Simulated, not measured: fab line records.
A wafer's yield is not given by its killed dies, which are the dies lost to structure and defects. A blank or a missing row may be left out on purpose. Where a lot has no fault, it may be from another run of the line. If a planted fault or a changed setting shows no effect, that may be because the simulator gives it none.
Struck lot and sound lot, side by side / flow sky130 / 17 out of 708 route steps
Sound: these wafers, L389.1, L389.2, L389.5. Struck: wafer L388.1. (L388.2 of the same lot was not struck and is left out.) The cause comes at the end.
At each step with rows: each side's tool, then ch and its chambers, then its first start. Under that, the readings that differ: sound wafers / struck wafers / difference of the means / sigmas: that difference in standard deviations of wafers without a fault.
alike: a reading whose means differ by less than 2 such deviations, as well as words and numbers matching on both sides. not compared: withheld readings; readings where some wafer has no value; bounds like >300 that might hide an equal value; numbers whose values overlap and for which the record gives no deviation.
A row with sigmas, a row that says differs or no value, or rows on one side alone: a step with any of these is where the two part. Numbers that don't overlap but have no deviation are shown without sigmas and don't part them. A reading that every wafer of one side lacks parts them only if that side has two wafers or more.

first, 9 steps without rows for these wafers: SKY_CAP2M_CLEAN_17 (cleans in O3/DIW); SKY_METAL4_DEHYDRATE_05 (time 60 s); SKY_METAL4_HMDS_06 (prime time 60 s); SKY_METAL4_COAT_07 (resist thk 60 nm); SKY_METAL4_COAT_08 (resist thk 1140 nm); SKY_METAL4_SOFTBAKE_09 (time 90 s); SKY_METAL4_EXPOSE_10 (exposes mask MM4, target cd 300 nm); SKY_METAL4_PEB_11; SKY_METAL4_DEVELOP_12 (develop time 60 s).
SKY_METAL4_CD_MEAS_13 targets a cd of 300 nm.
  struck on cd_sem-02, day 44 19:43; sound on cd_sem-02, day 44 14:58
  alike: cd_nm
SKY_METAL4_OVL_MEAS_14:
  struck on overlay-01, day 44 19:50; sound on overlay-01, day 44 15:05
  alike: METAL4_OVL
SKY_METAL4_DESCUM_15: chemistry O2, time 8 s.
  sound on rie_metal-02 ch 0,1, day 44 15:07; struck on rie_metal-02 ch 0, day 44 19:52
  alike: chamber_pressure_mTorr, drypump_motor_current_A, oes_product_au
  not compared: rf_hours_counter_h
SKY_METAL4_ETCH_16: etches BARC in N2/H2, stops on SiO2, time 88.2 s, target depth 60 nm.
  sound on rie_metal-02 ch 0,1, day 44 15:09; struck on rie_metal-02 ch 0, day 44 19:54
reading=oes_product_au (a.u.); sound=0.629 0.630 0.632; struck=0.621; difference=-0.009; sigmas=-2
reading=model.KrF-thick_of_METAL4_COAT_08.thk_nm (nm); sound=1081 1076 1080; struck=1092; difference=+13; sigmas=
reading=model.METAL4.cd_nm (nm); sound=300.5 296.3 296.6; struck=302.5; difference=+4.7; sigmas=
  alike: chamber_pressure_mTorr, drypump_motor_current_A, n2_flow_sccm, throttle_valve_pct
  not compared: rf_hours_counter_h
SKY_METAL4_ETCH_17: etches SiO2 in C4F8/O2/Ar, stops on TiN, time 3.9 s, target depth 15 nm.
  sound on rie_diel-03 ch 2,3, day 44 15:15; struck on rie_diel-01 ch 0, day 44 20:00
reading=model.METAL4.cd_nm (nm); sound=300.4 296.3 296.5; struck=302.3; difference=+4.6; sigmas=
  alike: chamber_pressure_mTorr, oes_product_au
  not compared: rf_hours_counter_h
SKY_METAL4_METAL_ETCH_18: etches the open film in Cl2/BCl3, stops on SiO2, target depth 845 nm, time 183.1 s.
  sound on rie_metal-04 ch 0,1, day 44 15:16; struck on rie_metal-04 ch 0, day 44 20:01
reading=model.KrF-thick_of_METAL4_COAT_08.thk_nm (nm); sound=528.1 528.9 528.4; struck=537.2; difference=+8.7; sigmas=
  alike: chamber_pressure_mTorr, drypump_motor_current_A, oes_product_au, throttle_valve_pct
  not compared: rf_hours_counter_h
SKY_METAL4_STRIP_19: strips in O2/N2.
  sound on plasma_asher-03 ch 0,1, day 44 15:26; struck on plasma_asher-02 ch 1, day 44 20:11
  alike: chamber_pressure_mTorr, drypump_motor_current_A, n2_flow_sccm, oes_product_au, strip_time_to_endpoint_s
  not compared: rf_hours_counter_h
-- the record jumps here: 4 days lie between the struck wafers' starts before and after (it left off in module METAL4 and takes up again in module PAD_OPEN, whose first step shown is number 708 of the route) --
SKY_PAD_OPEN_PROBE_99:
  struck on prober-02, day 48 11:11; sound on prober-01, day 48 06:51
reading=defect_limited_yield (%); sound=80.7 81.9 80.3; struck=85.4; difference=+4.4; sigmas=+2
reading=killed_at_contacts; sound=32 31 29; struck=14; difference=-17; sigmas=-3
reading=killed_dies; sound=95 89 97; struck=72; difference=-22; sigmas=-2
reading=sort_bin_5_function (%); sound=11.4 10.0 13.6; struck=8.5; difference=-3.2; sigmas=-2
reading=sort_n_pass; sound=397 403 395; struck=420; difference=+22; sigmas=+2
reading=sort_yield_pct (%); sound=80.7 81.9 80.3; struck=85.4; difference=+4.4; sigmas=+2
  alike: killed_at_M0_to_M3, killed_at_M4_up, killed_at_front_end, killed_at_other, killed_open, killed_short, sort_bin_3_pad_short, sort_bin_6_memory

== WHERE THEY PART ==
Last at SKY_PAD_OPEN_PROBE_99 as far as this record goes, first at SKY_METAL4_ETCH_16.

WHY: whatever the simulator had introduced
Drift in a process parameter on rie_metal-02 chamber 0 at SKY_METAL4_ETCH_16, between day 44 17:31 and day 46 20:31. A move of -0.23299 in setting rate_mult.
